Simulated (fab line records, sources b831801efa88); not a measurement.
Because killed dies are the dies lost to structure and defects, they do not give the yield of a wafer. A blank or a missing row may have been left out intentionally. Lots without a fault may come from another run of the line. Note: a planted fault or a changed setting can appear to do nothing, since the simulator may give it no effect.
Which tool did it? / flow gf180mcu / 13 lots with 39 wafers sampled at 4 steps, on a route of 602 steps

== WHAT EACH GAUGE READ, for each wafer ==
GF_DUAL_GATE_THK_MEAS_03. Usual: DUAL_GATE_OXIDATION_00_THK 10.77 nm, standard deviation 0.2.
lot=L169; measured=day 7 18:58; on=film metro-03; DUAL_GATE_OXIDATION_00_THK (nm)=10.85 10.75 10.68; flag=
lot=L171; measured=day 8 11:09; on=film metro-03; DUAL_GATE_OXIDATION_00_THK (nm)=10.79 10.68 10.66; flag=
lot=L172; measured=day 8 20:55; on=film metro-04; DUAL_GATE_OXIDATION_00_THK (nm)=10.83 10.77 10.92; flag=
lot=L173; measured=day 8 22:40; on=film metro-03; DUAL_GATE_OXIDATION_00_THK (nm)=11.07 11.07 11.13; flag=
lot=L174; measured=day 9 03:02; on=film metro-01; DUAL_GATE_OXIDATION_00_THK (nm)=10.71 10.96 10.99; flag=
lot=L175; measured=day 9 19:43; on=film metro-04; DUAL_GATE_OXIDATION_00_THK (nm)=10.94 10.77 10.85; flag=
lot=L182; measured=day 11 13:27; on=film metro-04; DUAL_GATE_OXIDATION_00_THK (nm)=10.58 10.68 10.67; flag=
lot=L183; measured=day 11 19:26; on=film metro-03; DUAL_GATE_OXIDATION_00_THK (nm)=10.75 10.75 10.72; flag=
lot=L186; measured=day 12 14:22; on=film metro-01; DUAL_GATE_OXIDATION_00_THK (nm)=10.99 10.97 11.26; flag=
lot=L187; measured=day 12 20:28; on=film metro-03; DUAL_GATE_OXIDATION_00_THK (nm)=10.68 10.51 10.44; flag=
lot=L188; measured=day 13 05:44; on=film metro-01; DUAL_GATE_OXIDATION_00_THK (nm)=10.78 10.77 10.78; flag=
lot=L189; measured=day 13 12:57; on=film metro-03; DUAL_GATE_OXIDATION_00_THK (nm)=10.66 10.64 10.72; flag=
lot=L192; measured=day 14 14:49; on=film metro-01; DUAL_GATE_OXIDATION_00_THK (nm)=11.06 11.02 11.10; flag=

GF_HV_LDD_RS_MEAS_53: measurement is done with a four-point probe. Usual: HV_LDD_RS 418.2 ohm/sq, standard deviation 1.
lot=L169; measured=day 12 18:10; on=film metro-02; HV_LDD_RS (ohm/sq)=415.9 417.2 416.3; flag=
lot=L171; measured=day 13 10:22; on=film metro-01; HV_LDD_RS (ohm/sq)=417.5 417.9 417.4; flag=
lot=L172; measured=day 13 23:19; on=film metro-02; HV_LDD_RS (ohm/sq)=419.7 419.5 419.8; flag=
lot=L173; measured=day 13 23:32; on=film metro-02; HV_LDD_RS (ohm/sq)=419.4 418.9 420.0; flag=
lot=L174; measured=day 14 05:46; on=film metro-02; HV_LDD_RS (ohm/sq)=418.6 418.2 416.7; flag=
lot=L175; measured=day 15 00:06; on=film metro-01; HV_LDD_RS (ohm/sq)=418.0 416.8 418.1; flag=
lot=L182; measured=day 17 02:09; on=film metro-01; HV_LDD_RS (ohm/sq)=413.9 414.5 412.8 414.2 413.9 413.1; flag=OFF
lot=L183; measured=day 17 11:52; on=film metro-02; HV_LDD_RS (ohm/sq)=413.9 414.0 414.3 413.4 413.4 414.7; flag=OFF
lot=L186; measured=day 18 11:35; on=film metro-02; HV_LDD_RS (ohm/sq)=418.4 418.7 418.2; flag=
lot=L187; measured=day 18 20:54; on=film metro-01; HV_LDD_RS (ohm/sq)=418.2 419.5 418.5; flag=
lot=L188; measured=day 19 08:37; on=film metro-02; HV_LDD_RS (ohm/sq)=419.7 418.3 420.1; flag=
lot=L189; measured=day 19 19:59; on=film metro-01; HV_LDD_RS (ohm/sq)=418.8 417.3 419.0; flag=
lot=L192; measured=day 20 18:29; on=film metro-01; HV_LDD_RS (ohm/sq)=417.2 417.1 417.7; flag=

GF_PSD_RS_MEAS_14: measurement is done with a four-point probe. Usual: NSD_RS 46.13 ohm/sq, standard deviation 0.095.
lot=L169; measured=day 14 14:22; on=film metro-02; NSD_RS (ohm/sq)=46.16 46.05 46.04; flag=
lot=L171; measured=day 15 06:50; on=film metro-02; NSD_RS (ohm/sq)=46.20 46.28 46.19; flag=
lot=L172; measured=day 15 21:19; on=film metro-03; NSD_RS (ohm/sq)=46.07 46.03 46.15; flag=
lot=L173; measured=day 15 22:15; on=film metro-02; NSD_RS (ohm/sq)=46.37 46.28 46.35; flag=
lot=L174; measured=day 16 04:07; on=film metro-04; NSD_RS (ohm/sq)=46.08 45.98 46.10; flag=
lot=L175; measured=day 16 23:38; on=film metro-02; NSD_RS (ohm/sq)=46.27 46.29 46.12; flag=
lot=L182; measured=day 19 06:34; on=film metro-02; NSD_RS (ohm/sq)=46.18 46.25 46.26; flag=
lot=L183; measured=day 19 16:28; on=film metro-02; NSD_RS (ohm/sq)=46.13 46.17 46.24; flag=
lot=L186; measured=day 20 18:11; on=film metro-04; NSD_RS (ohm/sq)=46.07 46.06 45.99; flag=
lot=L187; measured=day 21 01:49; on=film metro-03; NSD_RS (ohm/sq)=46.02 46.06 46.10; flag=
lot=L188; measured=day 21 13:46; on=film metro-04; NSD_RS (ohm/sq)=46.03 46.01 46.04; flag=
lot=L189; measured=day 22 02:02; on=film metro-04; NSD_RS (ohm/sq)=45.88 46.01 45.85; flag=
lot=L192; measured=day 22 21:47; on=film metro-03; NSD_RS (ohm/sq)=46.03 46.06 46.19; flag=

== EACH LOT AND THE TOOL THAT RAN IT (in order: tool; ch and the chambers of the sampled wafers; start) ==
lot=L169; GF_HV_LDD_RTA_52=rtp anneal-02 ch 0, day 12 18:05
lot=L171; GF_HV_LDD_RTA_52=rtp anneal-01 ch 0, day 13 10:18
lot=L172; GF_HV_LDD_RTA_52=rtp anneal-02 ch 0, day 13 23:15
lot=L173; GF_HV_LDD_RTA_52=rtp anneal-01 ch 0, day 13 23:28
lot=L174; GF_HV_LDD_RTA_52=rtp anneal-01 ch 0, day 14 05:42
lot=L175; GF_HV_LDD_RTA_52=rtp anneal-01 ch 0, day 14 23:57
lot=L182; GF_HV_LDD_RTA_52=rtp anneal-02 ch 0, day 17 02:04
lot=L183; GF_HV_LDD_RTA_52=rtp anneal-02 ch 0, day 17 11:48
lot=L186; GF_HV_LDD_RTA_52=rtp anneal-01 ch 0, day 18 11:31
lot=L187; GF_HV_LDD_RTA_52=rtp anneal-01 ch 0, day 18 20:50
lot=L188; GF_HV_LDD_RTA_52=rtp anneal-01 ch 0, day 19 08:33
lot=L189; GF_HV_LDD_RTA_52=rtp anneal-01 ch 0, day 19 19:55
lot=L192; GF_HV_LDD_RTA_52=rtp anneal-02 ch 0, day 20 18:21
- GF_HV_LDD_RTA_52: time 10 s.

== AS READ BY THE TOOLS THEMSELVES (means over the sampled wafers that have a number; for cases with no such wafer, the mark the record gives instead) ==
GF_HV_LDD_RTA_52. Usual: lamp power pct 35.0 %, standard deviation 0.45; wafer_temp_C_max 1007.1, standard deviation 1.3.
lot=L169; tool=rtp anneal-02; lamp power pct (%)=34.4; wafer_temp_C_max=1007.7; flag=
lot=L171; tool=rtp anneal-01; lamp power pct (%)=35.3; wafer_temp_C_max=1007.2; flag=
lot=L172; tool=rtp anneal-02; lamp power pct (%)=34.5; wafer_temp_C_max=1006.5; flag=
lot=L173; tool=rtp anneal-01; lamp power pct (%)=35.4; wafer_temp_C_max=1007.8; flag=
lot=L174; tool=rtp anneal-01; lamp power pct (%)=35.3; wafer_temp_C_max=1007.8; flag=
lot=L175; tool=rtp anneal-01; lamp power pct (%)=35.4; wafer_temp_C_max=1006.2; flag=
lot=L182; tool=rtp anneal-02; lamp power pct (%)=25.0; wafer_temp_C_max=886.4; flag=OFF
lot=L183; tool=rtp anneal-02; lamp power pct (%)=25.0; wafer_temp_C_max=887.0; flag=OFF
lot=L186; tool=rtp anneal-01; lamp power pct (%)=35.4; wafer_temp_C_max=1006.7; flag=
lot=L187; tool=rtp anneal-01; lamp power pct (%)=35.4; wafer_temp_C_max=1006.2; flag=
lot=L188; tool=rtp anneal-01; lamp power pct (%)=35.4; wafer_temp_C_max=1005.6; flag=
lot=L189; tool=rtp anneal-01; lamp power pct (%)=35.4; wafer_temp_C_max=1006.7; flag=
lot=L192; tool=rtp anneal-02; lamp power pct (%)=34.4; wafer_temp_C_max=1008.3; flag=

== THE ANSWER, worked out from the rows above alone ==
Rule: a lot is off if the mean of its wafers that have a number lies more than 3 standard deviations from the usual mean. A lot without any number at a reading at which 4 lots or more have one is off too. All remaining lots with rows at the step are treated as sound. The gauges are gone through in route order, then the tools' own readings, and for those a lot's mean is taken as printed above. The first step at which some lot is off is used, and at that step the reading that is off furthest; a lot without a number counts as furthest.
Off: L182, L183, seen at GF_HV_LDD_RS_MEAS_53 (HV_LDD_RS).
If a tool, at a process step before that reading, ran all the lots that are off and no sound lot after the first of them, it fits. Not tried: the gauges at GF_HV_LDD_RS_MEAS_53; whatever is off there is also off at GF_HV_LDD_RTA_52, on other tools, and gauge error can't account for it. No candidate that was tried fits.

== WHAT THE SIMULATOR PUT IN ==
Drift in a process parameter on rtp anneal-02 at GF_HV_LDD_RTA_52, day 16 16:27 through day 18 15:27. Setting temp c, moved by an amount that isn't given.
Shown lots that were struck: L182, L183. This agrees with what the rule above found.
